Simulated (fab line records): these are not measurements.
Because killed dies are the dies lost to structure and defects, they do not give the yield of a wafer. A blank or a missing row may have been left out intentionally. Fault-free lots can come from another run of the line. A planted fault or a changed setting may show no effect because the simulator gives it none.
A lot that was struck, set against a sound lot || flow sky130 || 15 out of 708 route steps
Sound: these wafers, L109.1, L109.2, L109.4. Struck: wafer L126.1. (L126.3, L126.5 of the same lot were not struck and are left out.) The cause comes at the end.
At each step with rows: each side's tool, then ch and its chambers, then its first start. Under that, the readings that differ: sound wafers || struck wafers || difference of the means || sigmas: that difference in standard deviations of wafers without a fault.
alike: same words and numbers on both sides, and readings whose means sit less than 2 such deviations apart. not compared: any withheld reading, any reading some wafer has no value for, any bound like >300 that may hide the same value, and any number with overlapping values for which the record gives no deviation.
The two part at a step that has a row with sigmas, a row that says differs or no value, or rows on one side only. When numbers do not overlap yet have no deviation, they are printed without sigmas and do not part them. A reading missing from all wafers of one side parts the sides only when that side holds two or more wafers.

SKY_CONTACT_OVL_MEAS_15:
  sound: overlay-01 at day 31 21:56; struck: overlay-01 at day 37 15:29
  alike: CONTACT_OVL
SKY_CONTACT_ETCH_16: etches BARC in N2/H2, stops on SiO2, time 45.9 s, target depth 60 nm.
  sound on rie-diel-01 ch 0,2,3, day 31 21:58; struck on rie-diel-01 ch 1, day 37 15:31
{"reading": "rf-fwd-power-W (W)", "sound": "492.1 496.5 493.4", "struck": 490.3, "difference": -3.7, "sigmas": -2}
  alike: chamber-pressure-mTorr, drypump-motor-current-A, h2-flow-sccm, oes-product-au, throttle-valve-pct
  not compared: rf-hours-counter-h
then, 1 step without rows for these wafers: SKY_CONTACT_ETCH_17 (etches SiO2 in C4F8/O2/Ar, stops on Si3N4, target depth 340 nm).
SKY_CONTACT_ETCH_18: etches Si3N4 in CHF3/O2, stops on TiN, time 39 s, target depth 75 nm.
  sound: rie-diel-01 ch 0,2,3; struck: rie-diel-01 ch 1
{"reading": "rf-fwd-power-W (W)", "sound": "590.4 593.8 596.7", "struck": 589.0, "difference": -4.6, "sigmas": -2}
  alike: chamber-pressure-mTorr, chf3-flow-sccm, drypump-motor-current-A, oes-product-au, throttle-valve-pct
  not compared: rf-hours-counter-h
SKY_CONTACT_STRIP_19: strips in O2/N2.
  sound on plasma-asher-03 ch 0,1, day 31 22:06; struck on plasma-asher-02 ch 1, day 37 15:39
  alike: chamber-pressure-mTorr, drypump-motor-current-A, oes-product-au, strip-time-to-endpoint-s
  not compared: rf-hours-counter-h
then, 4 steps without rows for these wafers: SKY_CONTACT_STRIP_20 (strips in post etch residue remover, time 1200 s); SKY_CONTACT_CLEAN_21 (cleans in IPA, time 180 s); SKY_CONTACT_CLEAN_22 (cleans in O3/DIW); SKY_CONTACT_SPUTTER_23 (material TiN, target thk 20 nm, time 80 s).
SKY_CONTACT_CVD_24: deposits W, target thk 340 nm, time 102.12 s.
  sound on cvd-w-01 ch 0,1, day 31 22:49; struck on cvd-w-02 ch 1, day 37 16:20
  alike: heater-power-w
SKY_CONTACT_RS_MEAS_25: uses a four-point probe to measure.
  sound: film-metro-01 at day 31 22:56; struck: film-metro-01 at day 37 16:27
  alike: CONTACT_W_RS
SKY_CONTACT_THK_MEAS_26: measures by xrf.
  sound: film-metro-01 at day 31 23:03; struck: film-metro-01 at day 37 16:34
  alike: CONTACT_W_THK
SKY_CONTACT_CMP_27: polishes, stops on SiO2, t overpolish 15 s, target thk 0 nm.
  sound on cmp-02 ch 0,2,3, day 31 23:07; struck on cmp-02 ch 2, day 37 16:41
{"reading": "overpolish-run-s (s)", "sound": "14.988 15.004 15.000", "struck": 0.042, "difference": -14.955, "sigmas": "-99 or more"}
{"reading": "time-to-endpoint-s (s)", "sound": "82 85 81", "struck": 126, "difference": "+43", "sigmas": "+12"}
  alike: edge-zone-pressure-frac, motor-current-A
SKY_METAL1_SPUTTER_00: material Ti, target thk 15 nm, time 10 s.
  the record holds rows for the sound wafers here (pvd-sputter-01, day 31 23:25) but none for the struck ones
-- the record jumps here: 12 days lie between the struck wafers' starts before and after (it left off in module METAL1 and takes up again in module PAD_OPEN, whose first step shown is number 708 of the route) --
SKY_PAD_OPEN_PROBE_99:
  only the struck wafers here have rows in the record (prober-02, day 50 04:07); the sound ones have none

WHERE THEY PART
First at SKY_CONTACT_ETCH_16; last, within this record, at SKY_PAD_OPEN_PROBE_99.

WHY: whatever the simulator had introduced
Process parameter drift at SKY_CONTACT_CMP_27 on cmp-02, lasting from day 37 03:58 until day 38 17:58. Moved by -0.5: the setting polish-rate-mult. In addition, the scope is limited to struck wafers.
